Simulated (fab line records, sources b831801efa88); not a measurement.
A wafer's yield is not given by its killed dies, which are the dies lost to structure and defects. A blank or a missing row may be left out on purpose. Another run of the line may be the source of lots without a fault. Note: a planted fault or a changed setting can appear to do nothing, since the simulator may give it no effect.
Struck lot and sound lot, side by side -- flow gf180mcu -- 14 out of 602 route steps
Sound: these wafers, L635.1, L635.5, L635.6. Struck: wafers L634.2, L634.3, L634.6. Last of all comes the cause.
Order at every step that has rows: each side's tool, ch and its chambers, its first start. Under that, the readings that differ: sound wafers -- struck wafers -- difference of the means -- sigmas: that difference in standard deviations of wafers without a fault.
alike: same words and numbers on both sides, and readings whose means sit less than 2 such deviations apart. not compared: any withheld reading, any reading some wafer has no value for, any bound like >300 that may hide the same value, and any number with overlapping values for which the record gives no deviation.
The two part at a step that has a row with sigmas, a row that says differs or no value, or rows on one side only. Numbers that have no deviation but don't overlap get no sigmas and don't part them. A reading missing from all wafers of one side parts the sides only when that side holds two or more wafers.

first, 6 steps without rows for these wafers: GF_M2_HMDS_08 (prime time 60 s); GF_M2_COAT_09 (resist thk 1000 nm); GF_M2_SOFTBAKE_10 (time 60 s); GF_M2_EXPOSE_11 (exposes mask Metal2, target cd 280 nm); GF_M2_PEB_12 (peb time 90 s); GF_M2_DEVELOP_13 (develop time 60 s).
GF_M2_CD_MEAS_14: the cd target is 280 nm.
  sound on cd sem-02 at day 25 03:01; struck on cd sem-01 at day 24 15:17
  alike: cd nm
GF_M2_OVL_MEAS_15:
  sound on overlay-02 at day 25 03:08; struck on overlay-01 at day 24 15:23
  alike: M2_OVL
GF_M2_METAL_ETCH_16: etches the open film in Cl2/BCl3, stops on SiO2, target depth 750.8 nm, time 125.1 s.
  sound on rie metal-01 ch 0,1, day 25 03:10; struck on rie metal-01 ch 0,1, day 24 15:25
  alike: bcl3 flow sccm, drypump motor current A, mfc cl2 sccm, oes product au, throttle valve pct
  not compared: rf hours counter h
GF_M2_STRIP_17: strips in O2/N2.
  sound on plasma asher-03 ch 0,1, day 25 03:18; struck on plasma asher-03 ch 0,1, day 24 15:33
  alike: drypump motor current A, heater power w, n2 flow sccm, o2 flow sccm, oes product au, strip time to endpoint s
  not compared: rf hours counter h
then, 2 steps without rows for these wafers: GF_M2_STRIP_18 (strips in post etch residue remover, time 1200 s); GF_M2_CLEAN_19 (cleans in DIW).
GF_V2_CVD_00: deposits SiO2, target thk 600 nm, time 100 s.
  sound on hdpcvd-02 ch 0,1,2, day 25 03:50; struck on hdpcvd-02 ch 0,1,2, day 24 16:05
  no value came back on the struck wafers for pressure mtorr (mTorr), run length s (s); on the sound wafers pressure mtorr (mTorr) reads 6.003 5.992 5.987
GF_PASSIVATION_PROBE_99:
  sound wafers here have rows in the record (prober-02, day 33 13:22); struck ones have none

== WHERE THEY PART ==
First at GF_V2_CVD_00; last, within this record, at GF_PASSIVATION_PROBE_99.

WHY: the cause the simulator had injected
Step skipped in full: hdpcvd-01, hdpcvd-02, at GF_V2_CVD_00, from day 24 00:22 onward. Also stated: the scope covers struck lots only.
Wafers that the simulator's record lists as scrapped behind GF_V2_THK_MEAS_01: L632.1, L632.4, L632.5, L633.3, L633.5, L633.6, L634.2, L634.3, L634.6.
